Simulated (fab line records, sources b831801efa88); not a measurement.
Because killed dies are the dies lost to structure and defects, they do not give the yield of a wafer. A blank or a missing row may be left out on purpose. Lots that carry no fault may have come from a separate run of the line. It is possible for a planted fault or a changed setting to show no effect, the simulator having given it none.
Which tool was responsible? ; flow gf180mcu ; 6 lots, 18 wafers sampled, at 2 steps of a route of 602

WHAT THE GAUGES READ, wafer by wafer
GF_M4_THK_MEAS_06: measures by xrf.
lot;measured;on;M4_ALCU_THK (nm)
L571;day 25 07:24;filmMetro-03;440 435 433
L575;day 26 19:21;filmMetro-01;429 433 435
L577;day 27 08:01;filmMetro-03;452 437 437
L585;day 29 13:42;filmMetro-04;440 434 440
L588;day 30 06:49;filmMetro-01;430 427 447
L591;day 31 05:44;filmMetro-01;435 436 436

TOOL THAT RAN EACH LOT (tool first, then ch and the chambers of the sampled wafers, then the start)
lot;GF_V3_SPUTTER_22
L571;pvdSputter-01, day 25 06:26
L575;pvdSputter-02, day 26 18:23
L577;pvdSputter-03, day 27 07:02
L585;pvdSputter-03, day 29 12:43
L588;pvdSputter-02, day 30 05:50
L591;pvdSputter-03, day 31 04:44
- GF_V3_SPUTTER_22: material TiN, target thk 10 nm, time 40 s.

THE ANSWER, worked out from the rows above alone
Rule: the lots themselves supply what counts as usual. Put in order of their means at a reading, lots are off if they are a third of the lots or fewer, leave a main group of 4 or more, and stand apart from it by a gap of 3 or more times the standard deviation of the main group's means; of several such gaps the widest counts. Not used: any main group whose means are identical at the precision the tables above print for the reading. A lot without any number at a reading at which 4 lots or more have one is off too. The other lots that the step has rows for count as sound.
Across all readings shown, no lot is off: no conclusion can be drawn from this.

WHAT THE SIMULATOR HAD PUT IN
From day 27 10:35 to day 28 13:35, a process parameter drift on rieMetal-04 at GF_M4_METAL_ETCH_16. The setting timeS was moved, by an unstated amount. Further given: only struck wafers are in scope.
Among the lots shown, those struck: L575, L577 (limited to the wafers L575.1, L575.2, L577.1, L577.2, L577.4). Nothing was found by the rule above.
